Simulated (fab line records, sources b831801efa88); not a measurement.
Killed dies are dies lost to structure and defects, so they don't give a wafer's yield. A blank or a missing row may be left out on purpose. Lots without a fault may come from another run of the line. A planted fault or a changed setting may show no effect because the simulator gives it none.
Which tool did it? | flow gf180mcu | 11 lots, 33 wafers sampled, at 3 steps of a route of 602

WHAT THE GAUGES READ, wafer by wafer
GF_NWELL_TW_MEAS_11.
lot  | measured    | on            | NWELL_TW
L804 | day 3 23:34 | film_metro-02 | 1572 1586 1571
L806 | day 4 06:39 | film_metro-02 | 1581 1588 1582
L809 | day 4 21:24 | film_metro-04 | 1565 1568 1569
L811 | day 5 09:28 | film_metro-04 | 1557 1565 1563
L813 | day 5 21:57 | film_metro-03 | 1741 1560 1562
L814 | day 6 01:45 | film_metro-04 | 1552 1559 1557
L815 | day 6 09:25 | film_metro-03 | 1747 1561 1555
L820 | day 7 10:23 | film_metro-03 | 1559 1562 1560
L823 | day 8 01:31 | film_metro-04 | 1566 1558 1561
L824 | day 8 07:54 | film_metro-03 | 1569 1558 1563
L825 | day 8 13:33 | film_metro-04 | 1564 1560 1555

WHICH TOOL RAN EACH LOT (tool, then ch and the chambers of the sampled wafers, then the start)
lot  | GF_DNWELL_COAT_02                | GF_DNWELL_STRIP_08
L804 | litho_track-04 ch 0, day 3 03:02 | plasma_asher-02 ch 0,1, day 3 09:46
L806 | litho_track-04 ch 0, day 3 10:07 | plasma_asher-02 ch 0,1, day 3 17:24
L809 | litho_track-02 ch 0, day 3 23:44 | plasma_asher-03 ch 0, day 4 06:41
L811 | litho_track-02 ch 0, day 4 11:25 | plasma_asher-01 ch 0,1, day 4 18:50
L813 | litho_track-02 ch 0, day 5 00:02 | plasma_asher-02 ch 0,1, day 5 07:11
L814 | litho_track-01 ch 0, day 5 02:56 | plasma_asher-02 ch 0,1, day 5 10:43
L815 | litho_track-02 ch 0, day 5 09:59 | plasma_asher-03 ch 0,1, day 5 17:40
L820 | litho_track-04 ch 0, day 6 10:28 | plasma_asher-01 ch 0,1, day 6 18:17
L823 | litho_track-04 ch 0, day 7 01:31 | plasma_asher-03 ch 0,1, day 7 09:17
L824 | litho_track-01 ch 0, day 7 07:14 | plasma_asher-03 ch 0,1, day 7 15:50
L825 | litho_track-04 ch 0, day 7 12:31 | plasma_asher-02 ch 0,1, day 7 21:18
- GF_DNWELL_COAT_02: resist thk 3000 nm.
- GF_DNWELL_STRIP_08: strips in O2/N2.

THE ANSWER, worked out from the rows above alone
Rule: what is usual is taken from the lots themselves. Put in order of their means at a reading, lots are off if they are a third of the lots or fewer, leave a main group of 4 or more, and stand apart from it by a gap of 3 or more times the standard deviation of the main group's means; of several such gaps the widest counts. A main group whose means are all the same, to the digits that the tables above print for the reading, isn't used. A lot without any number at a reading at which 4 lots or more have one is off too. The other lots that the step has rows for count as sound.
Off: L813, L815, at GF_NWELL_TW_MEAS_11 (NWELL_TW). The main group: mean 1566, standard deviation 8.4.
A tool fits if, at a process step before that reading, it ran every lot that is off, and no sound lot after the first of them. The gauges at GF_NWELL_TW_MEAS_11 are tried like those tools. One fits: litho_track-02 at GF_DNWELL_COAT_02. Its last sound lot is L811 (day 4 11:25), its first lot that is off L813 (day 5 00:02): a fault that began between those two fits.

WHAT THE SIMULATOR HAD PUT IN
Process parameter drift: litho_track-02, from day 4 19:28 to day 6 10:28, at GF_DNWELL_COAT_02. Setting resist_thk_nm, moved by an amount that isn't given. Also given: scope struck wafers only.
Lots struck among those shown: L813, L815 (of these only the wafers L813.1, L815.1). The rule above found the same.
